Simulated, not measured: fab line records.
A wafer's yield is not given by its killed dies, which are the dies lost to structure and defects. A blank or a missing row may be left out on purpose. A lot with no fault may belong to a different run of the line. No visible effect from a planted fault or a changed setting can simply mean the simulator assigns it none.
Matching of chambers -- flow sky130 -- SKY_CONTACT_ETCH_17 on rie-diel-01 has 4 sister chambers
The step etches SiO2 in C4F8/O2/Ar, stops on Si3N4, target depth 340 nm. 8 wafers are shown with their chamber, then 7 later ones without.

== WAFERS WITH THEIR CHAMBER ==
wafer,chamber,oes-product-au (a.u.),chamber-pressure-mTorr (mTorr)
L081.2,2,0.895,39.98
L086.2,3,0.903,40.03
L086.5,0,0.889,40.01
L087.3,1,0.894,40.03
L087.4,0,0.892,40.01
L087.6,3,0.889,39.97
L088.1,1,0.888,40.03
L088.4,2,0.895,40.03

== WAFERS WHOSE CHAMBER IS MISSING ==
wafer,oes-product-au (a.u.),chamber-pressure-mTorr (mTorr)
L088.6,0.899,39.96
L089.2,0.895,40.03
L089.5,0.892,40.05
L089.6,0.889,39.97
L096.3,0.900,40.01
L096.4,0.891,40.07
L096.5,0.885,40.09

== WHICH CHAMBER EACH ONE RAN IN ==
wafer,from the rows above,in truth
L088.6,can't be placed: 3 or 2 or 0 or 1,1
L089.2,can't be placed: 1 or 2 or 0 or 3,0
L089.5,can't be placed: 1 or 0 or 2 or 3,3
L089.6,can't be placed: 0 or 2 or 3 or 1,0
L096.3,can't be placed: 3 or 2 or 0 or 1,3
L096.4,can't be placed: 1 or 0 or 2 or 3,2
L096.5,can't be placed: 1 or 0 or 2 or 3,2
Placed correctly: 0 of 7. Not placeable from these rows: 7 (in 7, the candidates include the true chamber). Wrongly placed: 0.
How it was worked out, from the rows above alone: a wafer's distance from a chamber is the root of the sum, over the readings, of the square of ((its reading less the chamber's mean) divided by the reading's scatter). If the next closest chamber is less than 2 further off than the closest, the wafer can't be placed; otherwise it belongs to the closest. A chamber's mean is the mean of its shown wafers. The scatter: the root of (the sum of the squares of (reading less its chamber's mean) over the shown wafers, divided by (wafers less chambers)).
